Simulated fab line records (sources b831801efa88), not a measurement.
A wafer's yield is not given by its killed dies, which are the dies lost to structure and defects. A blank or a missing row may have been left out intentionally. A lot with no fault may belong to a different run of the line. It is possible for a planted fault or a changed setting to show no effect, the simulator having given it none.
fab line records + flow sky130
record
- lots=12
- wafers=35
- last_day=50
route steps=708 shown METAL4@602 CAP2M@604 PAD_OPEN@701
lots with no fault: from the same line, run without faults
start_h: hours from the record's first day to the start of the lot's first wafer shown + wait_h: hours from the lot's prior step to this one + " as in the row above + L1.1+2: one row covering several wafers at once + - value missing, or start not given + * or withheld: withheld + < > ~ a bound
route shown NAME@n: NAME is a module with steps in the file, n the number in the route of the first one + usual: mean/standard deviation taken from wafers without a fault + same: alike in all rows + chamber/n: place in a boat + sites: each site's reading + _std_site: their standard deviation + _edge_site: mean of outer sites minus mean of inner sites + radius_mm: how far each site lies from the wafer's centre + mask NAME#n: copy n + behind: the last tool/chamber to shape the wafer + hold: reason for holding the lot/hours on hold/outcome of the hold + device: whichever transistor did not switch (one of n, p or np) + end of line: tests run on the same wafers once the route is complete + a step given without rows: its recipe and nothing more + killed: count of dies lost to structure and defects at first sort (not the wafer's yield) + map: the dies of a wafer, with x for killed, . for not killed, _ for no die there
set.NAME: the setting as run; set.NAME@STEP: as run at that earlier step + model.NAME: the simulator's own value behind a step, which no gauge read
the route's steps for a sample of lots (tables are steps, rows are wafers)
services: a tool's chamber out of use, with start hour (start_h, from the record's first day; less than 0 if before it), hours out, and reason
## steps
# step SKY_METAL4_SPUTTER_04
# recipe
- material=TiN
- target_thk_nm=70
- power_w=6500
- time_s=58.3
- chamber_pressure_pa=0.4
# usual
- throttle_valve_pct=29.6/0.98
| lot.wafer | tool           | chamber | start_h | wait_h | throttle_valve_pct |
|-----------|----------------|---------|---------|--------|--------------------|
| L240.1    | pvd_sputter-03 | -       | 930.60  | 0.0    | 30.3               |
| L240.2    | "              | -       | "       | "      | 31.5               |
| L240.5    | "              | -       | "       | "      | 31.3               |
| L241.2    | pvd_sputter-04 | -       | 940.18  | 0.0    | 27.5               |
| L241.3    | "              | -       | "       | "      | 30.0               |
| L241.5    | "              | -       | "       | "      | 27.8               |
| L242.3    | pvd_sputter-01 | -       | 941.38  | 0.0    | 29.4               |
| L242.5    | "              | -       | "       | "      | 29.5               |
| L242.6    | "              | -       | "       | "      | 29.7               |
| L245.2    | pvd_sputter-01 | -       | 966.43  | 0.0    | 29.5               |
| L245.5    | "              | -       | "       | "      | 29.5               |
| L245.6    | "              | -       | "       | "      | 28.5               |
| L246.1    | pvd_sputter-04 | -       | 972.92  | 0.0    | 30.2               |
| L246.2    | "              | -       | "       | "      | 29.3               |
| L246.3    | "              | -       | "       | "      | 29.2               |
| L252.4    | pvd_sputter-01 | -       | 1019.81 | 0.0    | 29.8               |
| L252.6    | "              | -       | "       | "      | 28.6               |
| L257.2    | pvd_sputter-01 | -       | 1048.21 | 0.0    | 29.6               |
| L257.4    | "              | -       | "       | "      | 29.4               |
| L257.5    | "              | -       | "       | "      | 29.6               |
| L258.1    | pvd_sputter-03 | -       | 1053.88 | 0.0    | 31.3               |
| L258.2    | "              | -       | "       | "      | 30.5               |
| L258.6    | "              | -       | "       | "      | 31.3               |
| L259.1    | pvd_sputter-01 | -       | 1059.84 | 0.0    | 29.6               |
| L259.3    | "              | -       | "       | "      | 28.3               |
| L259.6    | "              | -       | "       | "      | 28.9               |
| L263.1    | pvd_sputter-03 | -       | 1084.86 | 0.0    | 30.1               |
| L263.4    | "              | -       | "       | "      | 31.2               |
| L263.5    | "              | -       | "       | "      | 31.4               |
| L261.1    | pvd_sputter-04 | -       | 1087.92 | 0.0    | 30.0               |
| L261.3    | "              | -       | "       | "      | 29.1               |
| L261.6    | "              | -       | "       | "      | 30.0               |
| L262.1    | pvd_sputter-03 | -       | 1088.22 | 0.0    | 30.0               |
| L262.2    | "              | -       | "       | "      | 31.3               |
| L262.4    | "              | -       | "       | "      | 31.2               |
# step SKY_CAP2M_THK_MEAS_01
# recipe
- reads=SiO2_of_CAP2M_CVD_00
# usual
- CAP2M_CVD_00_THK=15.51/0.21
| lot.wafer | tool          | chamber | start_h | wait_h | CAP2M_CVD_00_THK[nm] |
|-----------|---------------|---------|---------|--------|----------------------|
| L240.1    | film_metro-02 | -       | 930.67  | -      | 15.16                |
| L240.2    | "             | -       | "       | "      | 14.95                |
| L240.5    | "             | -       | "       | "      | 15.40                |
| L241.2    | film_metro-02 | -       | 940.26  | -      | 15.76                |
| L241.3    | "             | -       | "       | "      | 15.31                |
| L241.5    | "             | -       | "       | "      | 15.93                |
| L242.3    | film_metro-04 | -       | 941.47  | -      | 15.59                |
| L242.5    | "             | -       | "       | "      | 15.83                |
| L242.6    | "             | -       | "       | "      | 15.62                |
| L245.2    | film_metro-04 | -       | 966.51  | -      | 15.38                |
| L245.5    | "             | -       | "       | "      | 15.81                |
| L245.6    | "             | -       | "       | "      | 15.72                |
| L246.1    | film_metro-04 | -       | 972.99  | -      | 15.18                |
| L246.2    | "             | -       | "       | "      | 15.45                |
| L246.3    | "             | -       | "       | "      | 15.45                |
| L252.4    | film_metro-04 | -       | 1019.92 | -      | 15.47                |
| L252.6    | "             | -       | "       | "      | 15.45                |
| L257.2    | film_metro-03 | -       | 1048.30 | -      | 15.47                |
| L257.4    | "             | -       | "       | "      | 15.82                |
| L257.5    | "             | -       | "       | "      | 15.43                |
| L258.1    | film_metro-03 | -       | 1053.95 | -      | 15.39                |
| L258.2    | "             | -       | "       | "      | 15.32                |
| L258.6    | "             | -       | "       | "      | 15.82                |
| L259.1    | film_metro-03 | -       | 1059.92 | -      | 15.49                |
| L259.3    | "             | -       | "       | "      | 15.60                |
| L259.6    | "             | -       | "       | "      | 15.58                |
| L263.1    | film_metro-04 | -       | 1084.93 | -      | 15.41                |
| L263.4    | "             | -       | "       | "      | 15.56                |
| L263.5    | "             | -       | "       | "      | 15.99                |
| L261.1    | film_metro-02 | -       | 1087.99 | -      | 15.25                |
| L261.3    | "             | -       | "       | "      | 15.37                |
| L261.6    | "             | -       | "       | "      | 15.36                |
| L262.1    | film_metro-03 | -       | 1088.29 | -      | 15.51                |
| L262.2    | "             | -       | "       | "      | 15.24                |
| L262.4    | "             | -       | "       | "      | 15.81                |
# step SKY_PAD_OPEN_ETCH_07
# recipe
- chemistry=CF4/O2
- target_depth_nm=725
- stop_on=AlCu
- source_w=800
- bias_w=150
- pressure_mtorr=150
- cf4_flow_sccm=80
- O2_flow_sccm=10
- time_s=161.1
# usual
- drypump_motor_current_A=5.7/0.4
- oes_product_au=0.978/0.0067
- throttle_valve_pct=5.965/0.0091
| lot.wafer | tool        | chamber | start_h | wait_h | drypump_motor_current_A | oes_product_au | rf_hours_counter_h | throttle_valve_pct |
|-----------|-------------|---------|---------|--------|-------------------------|----------------|--------------------|--------------------|
| L240.1    | rie_diel-02 | 0       | 1072.82 | -      | 6.0                     | 0.980          | 19                 | 5.960              |
| L240.2    | "           | 3       | "       | "      | 5.9                     | 0.977          | 17                 | 5.968              |
| L240.5    | "           | 1       | "       | "      | 5.7                     | 0.969          | -                  | 5.959              |
| L241.2    | rie_diel-03 | 3       | 1079.46 | -      | 6.0                     | 0.979          | 17                 | 5.976              |
| L241.3    | "           | 2       | "       | "      | 5.8                     | 0.974          | 21                 | 5.954              |
| L241.5    | "           | 0       | "       | "      | 5.0                     | 0.982          | -                  | 5.960              |
| L242.3    | rie_diel-03 | 3       | 1083.41 | -      | 6.0                     | 0.985          | 17                 | 5.968              |
| L242.5    | "           | 3       | "       | "      | 6.0                     | 0.982          | -                  | 5.971              |
| L242.6    | "           | 2       | "       | "      | 5.8                     | 0.976          | -                  | 5.978              |
| L245.2    | rie_diel-02 | 0       | 1103.46 | -      | 6.0                     | 0.973          | 20                 | 5.979              |
| L245.5    | "           | 2       | "       | "      | 5.2                     | 0.978          | -                  | 5.968              |
| L245.6    | "           | 1       | "       | "      | 5.7                     | 0.983          | -                  | 5.967              |
| L246.1    | rie_diel-02 | 1       | 1111.12 | -      | 5.7                     | 0.972          | 17                 | 5.963              |
| L246.2    | "           | 0       | "       | "      | 6.1                     | 0.978          | 21                 | 5.965              |
| L246.3    | "           | 2       | "       | "      | 5.2                     | 0.973          | 16                 | 5.956              |
| L252.4    | rie_diel-02 | 2       | 1148.66 | -      | 5.2                     | 0.904          | 18                 | 5.955              |
| L252.6    | "           | 2       | "       | "      | 5.2                     | 0.977          | -                  | 5.958              |
| L257.2    | rie_diel-03 | 3       | 1170.57 | -      | 6.1                     | 0.971          | 20                 | 5.960              |
| L257.4    | "           | 3       | "       | "      | 6.0                     | 0.987          | -                  | 5.968              |
| L257.5    | "           | 1       | "       | "      | 5.6                     | 0.985          | -                  | 5.965              |
| L258.1    | rie_diel-03 | 2       | 1173.86 | -      | 5.8                     | 0.969          | 24                 | 5.962              |
| L258.2    | "           | 3       | "       | "      | 6.0                     | 0.974          | 20                 | 5.960              |
| L258.6    | "           | 2       | "       | "      | 5.7                     | 0.982          | -                  | 5.974              |
| L259.1    | rie_diel-03 | 3       | 1180.41 | -      | 6.0                     | 0.974          | 21                 | 5.963              |
| L259.3    | "           | 2       | "       | "      | 5.8                     | 0.972          | 25                 | 5.952              |
| L259.6    | "           | 1       | "       | "      | 5.6                     | 0.974          | -                  | 5.967              |
| L263.1    | rie_diel-03 | 0       | 1198.07 | -      | 5.0                     | 0.982          | 10                 | 5.970              |
| L263.4    | "           | 3       | "       | "      | 6.0                     | 0.995          | 21                 | 5.984              |
| L263.5    | "           | 1       | "       | "      | 5.6                     | 0.980          | -                  | 5.986              |
| L261.1    | rie_diel-03 | 1       | 1199.81 | -      | 5.6                     | 0.979          | 25                 | 5.958              |
| L261.3    | "           | 0       | "       | "      | 5.0                     | 0.974          | 11                 | 5.967              |
| L261.6    | "           | 0       | "       | "      | 5.0                     | 0.984          | -                  | 5.971              |
| L262.1    | rie_diel-03 | 1       | 1200.17 | -      | 5.6                     | 0.982          | 25                 | 5.968              |
| L262.2    | "           | 3       | "       | "      | 6.0                     | 0.970          | 22                 | 5.977              |
| L262.4    | "           | 2       | "       | "      | 5.8                     | 0.982          | 25                 | 5.960              |
# step SKY_PAD_OPEN_BOW_MEAS_13
# recipe
- mode=bow
# usual
- PAD_OPEN_BOW=48/9.4
| lot.wafer | tool          | chamber | start_h | wait_h | PAD_OPEN_BOW[um] |
|-----------|---------------|---------|---------|--------|------------------|
| L240.1    | film_metro-03 | -       | 1075.27 | -      | 29               |
| L240.2    | "             | -       | "       | "      | 51               |
| L240.5    | "             | -       | "       | "      | 39               |
| L241.2    | film_metro-03 | -       | 1081.68 | -      | 54               |
| L241.3    | "             | -       | "       | "      | 45               |
| L241.5    | "             | -       | "       | "      | 60               |
| L242.3    | film_metro-04 | -       | 1085.65 | -      | 48               |
| L242.5    | "             | -       | "       | "      | 58               |
| L242.6    | "             | -       | "       | "      | 40               |
| L245.2    | film_metro-02 | -       | 1105.68 | -      | 67               |
| L245.5    | "             | -       | "       | "      | 61               |
| L245.6    | "             | -       | "       | "      | 60               |
| L246.1    | film_metro-03 | -       | 1113.36 | -      | 49               |
| L246.2    | "             | -       | "       | "      | 50               |
| L246.3    | "             | -       | "       | "      | 30               |
| L252.4    | film_metro-02 | -       | 1151.16 | -      | 35               |
| L252.6    | "             | -       | "       | "      | 44               |
| L257.2    | film_metro-02 | -       | 1173.02 | -      | 42               |
| L257.4    | "             | -       | "       | "      | 48               |
| L257.5    | "             | -       | "       | "      | 35               |
| L258.1    | film_metro-02 | -       | 1176.06 | -      | 62               |
| L258.2    | "             | -       | "       | "      | 50               |
| L258.6    | "             | -       | "       | "      | 56               |
| L259.1    | film_metro-02 | -       | 1182.65 | -      | 57               |
| L259.3    | "             | -       | "       | "      | 40               |
| L259.6    | "             | -       | "       | "      | 46               |
| L263.1    | film_metro-02 | -       | 1200.27 | -      | 39               |
| L263.4    | "             | -       | "       | "      | 42               |
| L263.5    | "             | -       | "       | "      | 63               |
| L261.1    | film_metro-04 | -       | 1202.01 | -      | 57               |
| L261.3    | "             | -       | "       | "      | 36               |
| L261.6    | "             | -       | "       | "      | 46               |
| L262.1    | film_metro-04 | -       | 1203.51 | -      | 42               |
| L262.2    | "             | -       | "       | "      | 40               |
| L262.4    | "             | -       | "       | "      | 29               |
# step SKY_PAD_OPEN_PROBE_99
# usual
- defect_limited_yield=82.4/2
- killed_at_M0_to_M3=44/6.5
- killed_at_M4_up=3.3/1.7
- killed_at_contacts=25/5.3
- killed_at_front_end=15/5
- killed_at_other=0.2/0.47
- killed_dies=87/9.9
- killed_on_rim=17/3.8
- killed_open=47/8
- killed_short=39/6.1
- sort_bin_3_pad_short=0.9/0.43
- sort_bin_5_function=10.4/1.5
- sort_bin_6_memory=6.2/1.2
- sort_n_pass=405/9.9
- sort_yield_pct=82.4/2
# same
- gross_dies=492
- killed_at_back_side=0
- sort_bin_4_leakage[%]=0
- sort_bin_8_speed[%]=0
| lot.wafer | tool      | chamber | start_h | wait_h | hold                     | defect_limited_yield[%] | killed_at_M0_to_M3 | killed_at_M4_up | killed_at_contacts | killed_at_front_end | killed_at_other | killed_dies | killed_on_rim | killed_open | killed_short | sort_bin_3_pad_short[%] | sort_bin_5_function[%] | sort_bin_6_memory[%] | sort_n_pass | sort_yield_pct[%] |
|-----------|-----------|---------|---------|--------|--------------------------|-------------------------|--------------------|-----------------|--------------------|---------------------|-----------------|-------------|---------------|-------------|--------------|-------------------------|------------------------|----------------------|-------------|-------------------|
| L241.2    | prober-02 | -       | 1081.83 | 0.1    | -                        | 83.7                    | 39                 | 3               | 22                 | 16                  | 0               | 80          | 12            | 42          | 38           | 1.0                     | 8.7                    | 6.5                  | 412         | 83.7              |
| L241.3    | prober-02 | -       | 1081.88 | 0.2    | -                        | 82.3                    | 44                 | 4               | 24                 | 15                  | 0               | 87          | 17            | 47          | 40           | 0.4                     | 10.4                   | 6.9                  | 405         | 82.3              |
| L241.5    | prober-02 | -       | 1081.98 | 0.2    | -                        | 81.1                    | 45                 | 5               | 22                 | 21                  | 0               | 93          | 19            | 51          | 42           | 1.0                     | 11.8                   | 6.1                  | 399         | 81.1              |
| L245.2    | prober-02 | -       | 1105.83 | 0.1    | -                        | 83.7                    | 42                 | 6               | 22                 | 10                  | 0               | 80          | 9             | 46          | 34           | 0.4                     | 10.8                   | 5.1                  | 412         | 83.7              |
| L245.5    | prober-02 | -       | 1105.98 | 0.2    | -                        | 81.7                    | 47                 | 3               | 19                 | 21                  | 0               | 90          | 20            | 48          | 42           | 1.4                     | 11.0                   | 5.9                  | 402         | 81.7              |
| L245.6    | prober-02 | -       | 1106.03 | 0.2    | -                        | 80.7                    | 45                 | 7               | 20                 | 23                  | 0               | 95          | 21            | 51          | 44           | 0.4                     | 11.8                   | 7.1                  | 397         | 80.7              |
| L252.4    | prober-01 | -       | 1151.37 | 0.2    | await_dispo/1.6h/release | 0                       | 43                 | 4               | 23                 | 23                  | 399             | 492         | 96            | 55          | 38           | 0.8                     | 92.5                   | 6.7                  | 0           | 0                 |
| L252.6    | prober-01 | -       | 1151.47 | 0.2    | await_dispo/1.6h/release | 80.5                    | 53                 | 1               | 19                 | 23                  | 0               | 96          | 23            | 53          | 43           | 1.6                     | 10.6                   | 7.3                  | 396         | 80.5              |
| L257.2    | prober-01 | -       | 1173.17 | 0.1    | -                        | 85.6                    | 36                 | 7               | 19                 | 9                   | 0               | 71          | 19            | 37          | 34           | 0.8                     | 8.7                    | 4.9                  | 421         | 85.6              |
| L257.4    | prober-01 | -       | 1173.27 | 0.2    | -                        | 80.5                    | 52                 | 1               | 24                 | 18                  | 1               | 96          | 18            | 60          | 36           | 0.2                     | 11.0                   | 8.3                  | 396         | 80.5              |
| L257.5    | prober-01 | -       | 1173.32 | 0.2    | -                        | 81.3                    | 50                 | 2               | 21                 | 19                  | 0               | 92          | 18            | 45          | 47           | 0.6                     | 11.8                   | 6.3                  | 400         | 81.3              |
| L258.1    | prober-01 | -       | 1176.18 | 0.1    | -                        | 81.5                    | 51                 | 6               | 26                 | 8                   | 0               | 91          | 18            | 43          | 48           | 1.8                     | 10.0                   | 6.7                  | 401         | 81.5              |
| L258.2    | prober-01 | -       | 1176.23 | 0.1    | -                        | 82.5                    | 48                 | 1               | 29                 | 8                   | 0               | 86          | 20            | 43          | 43           | 1.0                     | 11.4                   | 5.1                  | 406         | 82.5              |
| L258.6    | prober-01 | -       | 1176.43 | 0.2    | -                        | 83.5                    | 47                 | 4               | 20                 | 10                  | 0               | 81          | 13            | 40          | 41           | 0.4                     | 11.2                   | 4.9                  | 411         | 83.5              |
| L259.1    | prober-02 | -       | 1182.77 | 0.1    | -                        | 81.9                    | 44                 | 3               | 24                 | 18                  | 0               | 89          | 16            | 48          | 41           | 1.2                     | 12.4                   | 4.5                  | 403         | 81.9              |
| L259.3    | prober-02 | -       | 1182.87 | 0.2    | -                        | 83.1                    | 36                 | 4               | 27                 | 15                  | 1               | 83          | 16            | 41          | 42           | 0.8                     | 11.4                   | 4.7                  | 409         | 83.1              |
| L259.6    | prober-02 | -       | 1183.02 | 0.2    | -                        | 79.9                    | 47                 | 3               | 36                 | 13                  | 0               | 99          | 18            | 61          | 38           | 0.8                     | 13.8                   | 5.5                  | 393         | 79.9              |
| L261.1    | prober-01 | -       | 1202.13 | 0.1    | -                        | 82.3                    | 44                 | 2               | 19                 | 22                  | 0               | 87          | 18            | 54          | 33           | 1.4                     | 10.0                   | 6.3                  | 405         | 82.3              |
| L261.3    | prober-01 | -       | 1202.23 | 0.2    | -                        | 81.7                    | 43                 | 2               | 30                 | 15                  | 0               | 90          | 18            | 45          | 45           | 0.8                     | 12.4                   | 5.1                  | 402         | 81.7              |
| L261.6    | prober-01 | -       | 1202.38 | 0.2    | -                        | 81.9                    | 47                 | 5               | 19                 | 18                  | 0               | 89          | 21            | 50          | 39           | 0.6                     | 12.0                   | 5.5                  | 403         | 81.9              |
# killed by level:class
L241.2 VIA1:geometric_particle:open=11 VIA1:geometric_particle:short=8 LI_CONTACT:geometric_particle:open=7 CONTACT:geometric_particle:short=6 CONTACT:geometric_particle:open=6 FIELD_ISO:geometric_particle:open=5 METAL2:geometric_particle:short=5 METAL1:geometric_particle:short=4
L241.3 METAL2:geometric_particle:short=10 LI_CONTACT:geometric_particle:open=8 CONTACT:geometric_particle:open=8 VIA2:geometric_particle:open=7 VIA3:geometric_particle:open=7 LOCAL_INTERCONNECT:geometric_particle:short=6 FIELD_ISO:geometric_particle:open=5 FIELD_ISO:geometric_particle:short=5
L241.5 VIA1:geometric_particle:open=11 FIELD_ISO:geometric_particle:short=8 FIELD_ISO:geometric_particle:open=7 LOCAL_INTERCONNECT:geometric_particle:short=6 LI_CONTACT:geometric_particle:open=6 CONTACT:geometric_particle:open=6 VIA2:geometric_particle:short=5 METAL1:geometric_particle:short=5
L245.2 VIA1:geometric_particle:open=12 VIA2:geometric_particle:open=9 CONTACT:geometric_particle:open=6 LI_CONTACT:geometric_particle:open=5 CONTACT:geometric_particle:short=5 VIA1:geometric_particle:short=5 LI_CONTACT:geometric_particle:short=4 METAL2:geometric_particle:short=4
L245.5 VIA1:geometric_particle:open=10 VIA2:geometric_particle:open=9 VIA3:geometric_particle:open=9 FIELD_ISO:geometric_particle:short=5 POLY_GATE:geometric_particle:short=5 CONTACT:geometric_particle:short=5 VIA2:geometric_particle:short=5 FIELD_ISO:geometric_particle:open=4
L245.6 VIA1:geometric_particle:open=10 VIA2:geometric_particle:open=10 LI_CONTACT:geometric_particle:open=7 POLY_GATE:geometric_particle:short=6 FIELD_ISO:geometric_particle:open=4 FIELD_ISO:geometric_particle:short=4 CONTACT:geometric_particle:open=4 METAL1:geometric_particle:short=4
L252.4 PAD_OPEN:area_etch=399 VIA1:geometric_particle:open=10 LI_CONTACT:geometric_particle:open=9 CONTACT:geometric_particle:open=9 FIELD_ISO:geometric_particle:short=6 FIELD_ISO:geometric_particle:open=6 POLY_GATE:geometric_particle:open=6 VIA3:geometric_particle:open=6
L252.6 METAL1:geometric_particle:short=10 CONTACT:geometric_particle:open=9 VIA1:geometric_particle:open=9 VIA2:geometric_particle:open=8 FIELD_ISO:geometric_particle:short=7 POLY_GATE:geometric_particle:open=7 VIA1:geometric_particle:short=7 CONTACT:geometric_particle:short=5
L257.2 VIA1:geometric_particle:open=8 CONTACT:geometric_particle:open=7 METAL1:geometric_particle:short=7 VIA2:geometric_particle:open=6 METAL4:geometric_particle:short=6 LI_CONTACT:geometric_particle:open=4 METAL2:geometric_particle:short=4 POLY_GATE:geometric_particle:open=3
L257.4 CONTACT:geometric_particle:open=12 VIA1:geometric_particle:open=10 POLY_GATE:geometric_particle:open=8 METAL2:geometric_particle:short=8 VIA2:geometric_particle:open=7 FIELD_ISO:geometric_particle:open=6 VIA1:geometric_particle:short=6 VIA3:geometric_particle:open=6
L257.5 METAL1:geometric_particle:short=11 VIA1:geometric_particle:short=10 CONTACT:geometric_particle:open=10 VIA3:geometric_particle:open=7 FIELD_ISO:geometric_particle:open=6 METAL2:geometric_particle:short=6 VIA1:geometric_particle:open=6 LI_CONTACT:geometric_particle:open=5
L258.1 METAL2:geometric_particle:short=11 CONTACT:geometric_particle:open=8 VIA1:geometric_particle:open=8 METAL1:geometric_particle:short=7 VIA3:geometric_particle:open=7 LI_CONTACT:geometric_particle:open=6 CONTACT:geometric_particle:short=6 VIA2:geometric_particle:short=5
L258.2 VIA1:geometric_particle:open=9 METAL2:geometric_particle:short=9 LI_CONTACT:geometric_particle:open=8 CONTACT:geometric_particle:open=8 VIA2:geometric_particle:open=8 METAL1:geometric_particle:short=7 CONTACT:geometric_particle:short=6 VIA3:geometric_particle:short=5
L258.6 VIA1:geometric_particle:open=12 CONTACT:geometric_particle:open=8 VIA2:geometric_particle:short=6 METAL2:geometric_particle:short=6 CONTACT:geometric_particle:short=5 VIA3:geometric_particle:short=5 VIA3:geometric_particle:open=5 VIA2:geometric_particle:open=4
L259.1 VIA1:geometric_particle:open=17 CONTACT:geometric_particle:short=8 CONTACT:geometric_particle:open=6 VIA3:geometric_particle:open=6 FIELD_ISO:geometric_particle:open=5 METAL2:geometric_particle:short=5 FIELD_ISO:geometric_particle:short=4 POLY_GATE:geometric_particle:short=4
L259.3 CONTACT:geometric_particle:open=9 VIA1:geometric_particle:short=8 VIA1:geometric_particle:open=7 CONTACT:geometric_particle:short=6 LI_CONTACT:geometric_particle:open=6 FIELD_ISO:geometric_particle:open=5 LOCAL_INTERCONNECT:geometric_particle:short=5 VIA3:geometric_particle:open=5
L259.6 VIA1:geometric_particle:open=12 CONTACT:geometric_particle:open=11 VIA3:geometric_particle:open=10 LOCAL_INTERCONNECT:geometric_particle:short=8 CONTACT:geometric_particle:short=7 METAL1:geometric_particle:short=7 VIA2:geometric_particle:open=6 FIELD_ISO:geometric_particle:open=5
L261.1 VIA1:geometric_particle:open=13 CONTACT:geometric_particle:open=9 FIELD_ISO:geometric_particle:open=6 FIELD_ISO:geometric_particle:short=5 VIA3:geometric_particle:open=5 VIA2:geometric_particle:open=5 VIA3:geometric_particle:short=5 POLY_GATE:geometric_particle:open=4
L261.3 CONTACT:geometric_particle:open=10 VIA1:geometric_particle:open=10 VIA1:geometric_particle:short=7 LI_CONTACT:geometric_particle:open=7 METAL1:geometric_particle:short=5 VIA2:geometric_particle:open=5 FIELD_ISO:geometric_particle:short=4 LI_CONTACT:geometric_particle:short=4
L261.6 VIA1:geometric_particle:open=14 FIELD_ISO:geometric_particle:short=8 CONTACT:geometric_particle:open=8 METAL1:geometric_particle:short=7 VIA1:geometric_particle:short=6 VIA2:geometric_particle:open=6 VIA3:geometric_particle:open=6 LOCAL_INTERCONNECT:geometric_particle:short=5
## services
| tool           | chamber | start_h | hours | kind   |
|----------------|---------|---------|-------|--------|
| rie_diel-03    | 2       | 907.64  | 9.7   | repair |
| rie_diel-02    | 2       | 939.54  | 6.5   | repair |
| rie_diel-02    | 2       | 970.29  | 10.5  | repair |
| pvd_sputter-04 | -       | 979.53  | 5.0   | repair |
| rie_diel-02    | 0       | 986.08  | 10.7  | repair |
| rie_diel-02    | 0       | 1009.67 | 21.2  | repair |
| rie_diel-02    | 2       | 1012.58 | 4.7   | repair |
| rie_diel-03    | -       | 1022.76 | 0.2   | repair |
| rie_diel-03    | 1       | 1035.06 | 9.0   | repair |
| pvd_sputter-01 | -       | 1042.28 | 5.3   | repair |
| pvd_sputter-03 | -       | 1065.02 | 4.6   | repair |
| rie_diel-02    | 3       | 1109.43 | 8.3   | repair |
| rie_diel-03    | -       | 1109.44 | 2.8   | pm     |
| pvd_sputter-01 | -       | 1116.51 | 0.7   | repair |
| rie_diel-02    | 0       | 1117.31 | 4.1   | repair |
| pvd_sputter-01 | -       | 1126.93 | 2.1   | repair |
| rie_diel-02    | -       | 1131.85 | 1.2   | repair |
| rie_diel-03    | 1       | 1145.02 | 1.2   | repair |
| pvd_sputter-03 | -       | 1162.27 | 0.5   | repair |
| rie_diel-02    | 0       | 1163.95 | 1.4   | repair |
| rie_diel-03    | 0       | 1169.50 | 8.7   | repair |
| rie_diel-03    | 2       | 1170.26 | 1.9   | repair |
| rie_diel-02    | -       | 1185.31 | 1.0   | repair |
| rie_diel-02    | -       | 1193.67 | 0.4   | repair |
## key
first_sign
- step=SKY_PAD_OPEN_ETCH_07
- reading=oes_product_au
- direction=down
- sigmas=11
- usual=0.978
- struck=0.904
effect
- step=SKY_PAD_OPEN_PROBE_99
- reading=killed_at_other
- direction=up
- sigmas=99+
- usual=0.2
- struck=399
more_kills_born_at
- SKY_PAD_OPEN_ETCH_07@rie_diel-02=399
met_at SKY_PAD_OPEN_ETCH_07
struck_lots L252
struck_wafers L252.4
later_rows_left_out L252.4
not_acting_at SKY_METAL4_SPUTTER_04,SKY_CAP2M_THK_MEAS_01,SKY_PAD_OPEN_BOW_MEAS_13
onset_between 1111.12 1148.66
fault
- kind=process_parameter_drift
- tool=rie_diel-02
- chamber=-
- onset_h=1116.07
- steps=SKY_PAD_OPEN_ETCH_07
- channel=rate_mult
- offset=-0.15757
- shape=step
- end_h=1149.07
- scope=struck_wafers_only
# later_rows_left_out: the simulator's readings of these wafers behind a module that went badly wrong aren't trusted and aren't shown, but for the sort
